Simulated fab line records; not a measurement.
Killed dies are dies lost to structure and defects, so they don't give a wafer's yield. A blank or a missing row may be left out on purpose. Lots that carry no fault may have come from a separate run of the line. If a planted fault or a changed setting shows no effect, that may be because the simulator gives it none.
Which tool did it? / flow gf180mcu / route of 602 steps, sampled at 1 step: 13 lots, 39 wafers

WHAT THE GAUGES SHOWED, per wafer
GF_NWELL_TW_MEAS_11.
lot=L306; measured=day 3 07:18; on=film-metro-01; NWELL_TW=1576 1575 1568
lot=L307; measured=day 3 15:35; on=film-metro-04; NWELL_TW=1591 1602 1579
lot=L308; measured=day 3 17:29; on=film-metro-03; NWELL_TW=1563 1560 1570
lot=L310; measured=day 4 07:35; on=film-metro-04; NWELL_TW=1593 1587 1580
lot=L312; measured=day 4 15:57; on=film-metro-01; NWELL_TW=1560 1555 1562
lot=L313; measured=day 4 22:56; on=film-metro-01; NWELL_TW=1569 1567 1557
lot=L315; measured=day 5 08:33; on=film-metro-01; NWELL_TW=1559 1559 1570
lot=L316; measured=day 5 15:14; on=film-metro-03; NWELL_TW=1569 1573 1564
lot=L318; measured=day 6 00:17; on=film-metro-04; NWELL_TW=1593 1584 1585
lot=L323; measured=day 7 06:34; on=film-metro-03; NWELL_TW=1559 1567 1567
lot=L324; measured=day 7 10:19; on=film-metro-04; NWELL_TW=1596 1596 1597
lot=L327; measured=day 8 02:37; on=film-metro-04; NWELL_TW=1595 1587 1586
lot=L329; measured=day 8 17:53; on=film-metro-04; NWELL_TW=1582 1593 1595

WHICH TOOL RAN EACH LOT (tool, then ch and the chambers of the sampled wafers, then the start)
The record shows no process step preceding these readings.

AS READ BY THE TOOLS THEMSELVES (means over the sampled wafers that have a number; for cases with no such wafer, the mark the record gives instead)
The record holds no such reading with a usual standard deviation.

THE ANSWER, worked out from the rows above alone
Rule: the usual values come from the lots themselves. Put in order of their means at a reading, lots are off if they are a third of the lots or fewer, leave a main group of 4 or more, and stand apart from it by a gap of 3 or more times the standard deviation of the main group's means; of several such gaps the widest counts. A main group whose means are all the same, to the digits that the tables above print for the reading, isn't used. A lot without any number at a reading at which 4 lots or more have one is off too. All remaining lots with rows at the step are treated as sound. After the gauges, taken in route order, come the tools' own readings; for these a lot's mean is taken, as printed above. At the first step where some lot is off, the reading lying furthest off is the one used; lots without a number count as furthest.
Across all readings shown, no lot is off: no conclusion can be drawn from this.

WHAT THE SIMULATOR PUT IN
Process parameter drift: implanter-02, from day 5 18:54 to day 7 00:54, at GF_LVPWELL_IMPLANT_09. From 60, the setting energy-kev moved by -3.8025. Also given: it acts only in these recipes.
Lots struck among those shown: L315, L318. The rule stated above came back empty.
